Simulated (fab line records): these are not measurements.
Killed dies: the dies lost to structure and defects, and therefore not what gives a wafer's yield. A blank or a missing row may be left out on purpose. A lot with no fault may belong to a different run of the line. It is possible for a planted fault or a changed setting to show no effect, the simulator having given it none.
Which of the tools did it? / flow gf180mcu / 14 lots, 42 wafers sampled, at 5 steps of a route of 602

WHAT EACH GAUGE READ, for each wafer
GF_VT_IMPLANT_OVL_MEAS_18.
lot=L462; measured=day 6 03:25; on=overlay-02; VT_IMPLANT_01_OVL (nm)=-2.4 1.7 -0.2
lot=L463; measured=day 6 11:36; on=overlay-02; VT_IMPLANT_01_OVL (nm)=0.1 1.2 0.1
lot=L464; measured=day 6 17:37; on=overlay-02; VT_IMPLANT_01_OVL (nm)=-1.1 0.8 -2.5
lot=L465; measured=day 7 05:08; on=overlay-02; VT_IMPLANT_01_OVL (nm)=-1.9 -1.5 -0.7
lot=L466; measured=day 7 15:16; on=overlay-01; VT_IMPLANT_01_OVL (nm)=0.4 1.0 0.4
lot=L467; measured=day 7 16:00; on=overlay-01; VT_IMPLANT_01_OVL (nm)=-0.6 1.2 -0.7
lot=L470; measured=day 8 12:25; on=overlay-01; VT_IMPLANT_01_OVL (nm)=-0.1 0.7 1.3
lot=L471; measured=day 8 19:48; on=overlay-01; VT_IMPLANT_01_OVL (nm)=-1.5 -1.0 -1.6
lot=L474; measured=day 9 12:01; on=overlay-02; VT_IMPLANT_01_OVL (nm)=-2.9 -1.2 -2.3
lot=L476; measured=day 10 00:17; on=overlay-01; VT_IMPLANT_01_OVL (nm)=1.5 2.6 1.5
lot=L478; measured=day 10 12:57; on=overlay-02; VT_IMPLANT_01_OVL (nm)=1.1 -0.3 -0.1
lot=L483; measured=day 11 20:52; on=overlay-02; VT_IMPLANT_01_OVL (nm)=-0.5 -0.5 0.4
lot=L484; measured=day 12 00:26; on=overlay-02; VT_IMPLANT_01_OVL (nm)=-2.3 -1.7 -1.4
lot=L485; measured=day 12 13:19; on=overlay-01; VT_IMPLANT_01_OVL (nm)=0.2 -1.6 -0.3

GF_DUAL_GATE_THK_MEAS_03.
lot=L462; measured=day 7 15:12; on=film-metro-04; DUAL_GATE_OXIDATION_00_THK (nm)=10.98 10.86 10.78
lot=L463; measured=day 7 21:20; on=film-metro-02; DUAL_GATE_OXIDATION_00_THK (nm)=10.46 10.48 10.66
lot=L464; measured=day 8 04:58; on=film-metro-01; DUAL_GATE_OXIDATION_00_THK (nm)=10.97 10.75 10.79
lot=L465; measured=day 8 16:40; on=film-metro-04; DUAL_GATE_OXIDATION_00_THK (nm)=10.97 10.98 10.88
lot=L466; measured=day 9 02:41; on=film-metro-04; DUAL_GATE_OXIDATION_00_THK (nm)=10.72 10.51 10.64
lot=L467; measured=day 9 05:07; on=film-metro-01; DUAL_GATE_OXIDATION_00_THK (nm)=10.67 10.88 10.89
lot=L470; measured=day 10 02:26; on=film-metro-01; DUAL_GATE_OXIDATION_00_THK (nm)=10.59 10.55 10.61
lot=L471; measured=day 10 08:28; on=film-metro-02; DUAL_GATE_OXIDATION_00_THK (nm)=11.00 11.02 11.16
lot=L474; measured=day 11 02:58; on=film-metro-04; DUAL_GATE_OXIDATION_00_THK (nm)=10.93 11.12 10.90
lot=L476; measured=day 11 15:11; on=film-metro-02; DUAL_GATE_OXIDATION_00_THK (nm)=10.83 10.77 10.88
lot=L478; measured=day 12 06:06; on=film-metro-04; DUAL_GATE_OXIDATION_00_THK (nm)=11.13 10.97 11.04
lot=L483; measured=day 13 16:24; on=film-metro-01; DUAL_GATE_OXIDATION_00_THK (nm)=11.00 10.99 11.02
lot=L484; measured=day 13 19:58; on=film-metro-04; DUAL_GATE_OXIDATION_00_THK (nm)=10.20 10.17 10.10
lot=L485; measured=day 14 08:08; on=film-metro-02; DUAL_GATE_OXIDATION_00_THK (nm)=10.77 10.59 10.83

GF_POLY_GATE_THK_MEAS_01.
lot=L462; measured=day 8 10:31; on=film-metro-03; POLY_GATE_CVD_00_THK (nm)=200.4 199.6 200.3
lot=L463; measured=day 8 17:14; on=film-metro-04; POLY_GATE_CVD_00_THK (nm)=197.4 199.2 197.8
lot=L464; measured=day 9 00:37; on=film-metro-04; POLY_GATE_CVD_00_THK (nm)=202.3 200.9 202.8
lot=L465; measured=day 9 13:29; on=film-metro-03; POLY_GATE_CVD_00_THK (nm)=196.6 197.3 197.8
lot=L466; measured=day 9 23:50; on=film-metro-02; POLY_GATE_CVD_00_THK (nm)=201.6 200.9 200.8
lot=L467; measured=day 10 00:53; on=film-metro-02; POLY_GATE_CVD_00_THK (nm)=197.1 197.7 196.5
lot=L470; measured=day 10 23:43; on=film-metro-02; POLY_GATE_CVD_00_THK (nm)=197.2 195.1 197.5
lot=L471; measured=day 11 07:24; on=film-metro-02; POLY_GATE_CVD_00_THK (nm)=200.6 201.7 199.6
lot=L474; measured=day 12 01:41; on=film-metro-02; POLY_GATE_CVD_00_THK (nm)=198.1 198.5 198.4
lot=L476; measured=day 12 14:01; on=film-metro-03; POLY_GATE_CVD_00_THK (nm)=199.0 199.3 198.9
lot=L478; measured=day 13 04:37; on=film-metro-04; POLY_GATE_CVD_00_THK (nm)=202.3 203.1 201.5
lot=L483; measured=day 14 17:04; on=film-metro-04; POLY_GATE_CVD_00_THK (nm)=198.0 198.7 198.7
lot=L484; measured=day 14 20:03; on=film-metro-02; POLY_GATE_CVD_00_THK (nm)=195.5 198.0 197.2
lot=L485; measured=day 15 08:16; on=film-metro-04; POLY_GATE_CVD_00_THK (nm)=195.6 198.0 197.6

GF_HV_LDD_TW_MEAS_23.
lot=L462; measured=day 10 19:25; on=film-metro-02; HV_LDD_2_TW=1052 1058 1061
lot=L463; measured=day 11 01:07; on=film-metro-03; HV_LDD_2_TW=1069 1066 1063
lot=L464; measured=day 11 08:28; on=film-metro-03; HV_LDD_2_TW=1069 1072 1067
lot=L465; measured=day 11 23:53; on=film-metro-01; HV_LDD_2_TW=1070 1071 1076
lot=L466; measured=day 12 09:17; on=film-metro-01; HV_LDD_2_TW=1074 1074 1075
lot=L467; measured=day 12 11:31; on=film-metro-02; HV_LDD_2_TW=1059 1055 1059
lot=L470; measured=day 13 12:03; on=film-metro-01; HV_LDD_2_TW=1067 1070 1066
lot=L471; measured=day 13 20:34; on=film-metro-03; HV_LDD_2_TW=1074 1073 1074
lot=L474; measured=day 14 16:23; on=film-metro-02; HV_LDD_2_TW=1564 1554 1550
lot=L476; measured=day 15 06:58; on=film-metro-02; HV_LDD_2_TW=1554 1550 1553
lot=L478; measured=day 15 22:00; on=film-metro-02; HV_LDD_2_TW=1052 1050 1050
lot=L483; measured=day 17 14:52; on=film-metro-03; HV_LDD_2_TW=1072 1066 1068
lot=L484; measured=day 17 17:14; on=film-metro-03; HV_LDD_2_TW=1073 1074 1068
lot=L485; measured=day 18 06:56; on=film-metro-02; HV_LDD_2_TW=1052 1054 1058

TOOL THAT RAN EACH LOT (tool first, then ch and the chambers of the sampled wafers, then the start)
lot=L462; GF_HV_LDD_IMPLANT_21=implanter-04 ch 0, day 10 19:10
lot=L463; GF_HV_LDD_IMPLANT_21=implanter-03 ch 0, day 11 00:53
lot=L464; GF_HV_LDD_IMPLANT_21=implanter-01 ch 0, day 11 08:14
lot=L465; GF_HV_LDD_IMPLANT_21=implanter-04 ch 0, day 11 23:38
lot=L466; GF_HV_LDD_IMPLANT_21=implanter-03 ch 0, day 12 09:03
lot=L467; GF_HV_LDD_IMPLANT_21=implanter-04 ch 0, day 12 11:16
lot=L470; GF_HV_LDD_IMPLANT_21=implanter-04 ch 0, day 13 11:48
lot=L471; GF_HV_LDD_IMPLANT_21=implanter-03 ch 0, day 13 20:22
lot=L474; GF_HV_LDD_IMPLANT_21=implanter-03 ch 0, day 14 16:09
lot=L476; GF_HV_LDD_IMPLANT_21=implanter-03 ch 0, day 15 06:45
lot=L478; GF_HV_LDD_IMPLANT_21=implanter-01 ch 0, day 15 21:45
lot=L483; GF_HV_LDD_IMPLANT_21=implanter-01 ch 0, day 17 14:37
lot=L484; GF_HV_LDD_IMPLANT_21=implanter-03 ch 0, day 17 16:59
lot=L485; GF_HV_LDD_IMPLANT_21=implanter-04 ch 0, day 18 06:41
- GF_HV_LDD_IMPLANT_21

WHAT THE TOOLS THEMSELVES READ (means of the sampled wafers that have a number; where no wafer has one, the mark that the record gives instead)
GF_HV_LDD_IMPLANT_21.
lot=L462; tool=implanter-04; beam-on-s (s)=10.03; dose-ions-cm2=5e+13; faraday-current-uA=281
lot=L463; tool=implanter-03; beam-on-s (s)=9.98; dose-ions-cm2=5e+13; faraday-current-uA=283
lot=L464; tool=implanter-01; beam-on-s (s)=10.01; dose-ions-cm2=5e+13; faraday-current-uA=281
lot=L465; tool=implanter-04; beam-on-s (s)=10.01; dose-ions-cm2=5e+13; faraday-current-uA=281
lot=L466; tool=implanter-03; beam-on-s (s)=10.06; dose-ions-cm2=5e+13; faraday-current-uA=280
lot=L467; tool=implanter-04; beam-on-s (s)=9.86; dose-ions-cm2=5e+13; faraday-current-uA=286
lot=L470; tool=implanter-04; beam-on-s (s)=9.99; dose-ions-cm2=5e+13; faraday-current-uA=282
lot=L471; tool=implanter-03; beam-on-s (s)=10.09; dose-ions-cm2=5e+13; faraday-current-uA=280
lot=L474; tool=implanter-03; beam-on-s (s)=12.75; dose-ions-cm2=2e+14; faraday-current-uA=769
lot=L476; tool=implanter-03; beam-on-s (s)=12.88; dose-ions-cm2=2e+14; faraday-current-uA=761
lot=L478; tool=implanter-01; beam-on-s (s)=10.08; dose-ions-cm2=5e+13; faraday-current-uA=280
lot=L483; tool=implanter-01; beam-on-s (s)=9.96; dose-ions-cm2=5e+13; faraday-current-uA=282
lot=L484; tool=implanter-03; beam-on-s (s)=10.14; dose-ions-cm2=5e+13; faraday-current-uA=279
lot=L485; tool=implanter-04; beam-on-s (s)=10.00; dose-ions-cm2=5e+13; faraday-current-uA=282

THE ANSWER, worked out from the rows above alone
Rule: the usual values come from the lots themselves. The widest of any qualifying gaps counts: lots, ordered by their means at a reading, are off when they make up no more than a third of the lots, leave a main group of 4 or more, and stand apart from it by 3 or more times the standard deviation of that group's means. A main group whose means are all the same, to the digits that the tables above print for the reading, isn't used. Also off: a lot with no number at a reading for which 4 or more lots have one. Any other lot the step has rows for is counted as sound. The gauges are gone through in route order, then the tools' own readings, and for those a lot's mean is taken as printed above. The first step at which some lot is off is used, and at that step the reading that is off furthest; a lot without a number counts as furthest.
Off: L474, L476, at GF_HV_LDD_TW_MEAS_23 (HV_LDD_2_TW). Mean 1065 and standard deviation 7.8 in the main group.
If a tool, at a process step before that reading, ran all the lots that are off and no sound lot after the first of them, it fits. Not tried: the gauges at GF_HV_LDD_TW_MEAS_23; whatever is off there is also off at GF_HV_LDD_IMPLANT_21, on other tools, and gauge error can't account for it. None of those tried fits.

WHAT THE SIMULATOR HAD INSERTED
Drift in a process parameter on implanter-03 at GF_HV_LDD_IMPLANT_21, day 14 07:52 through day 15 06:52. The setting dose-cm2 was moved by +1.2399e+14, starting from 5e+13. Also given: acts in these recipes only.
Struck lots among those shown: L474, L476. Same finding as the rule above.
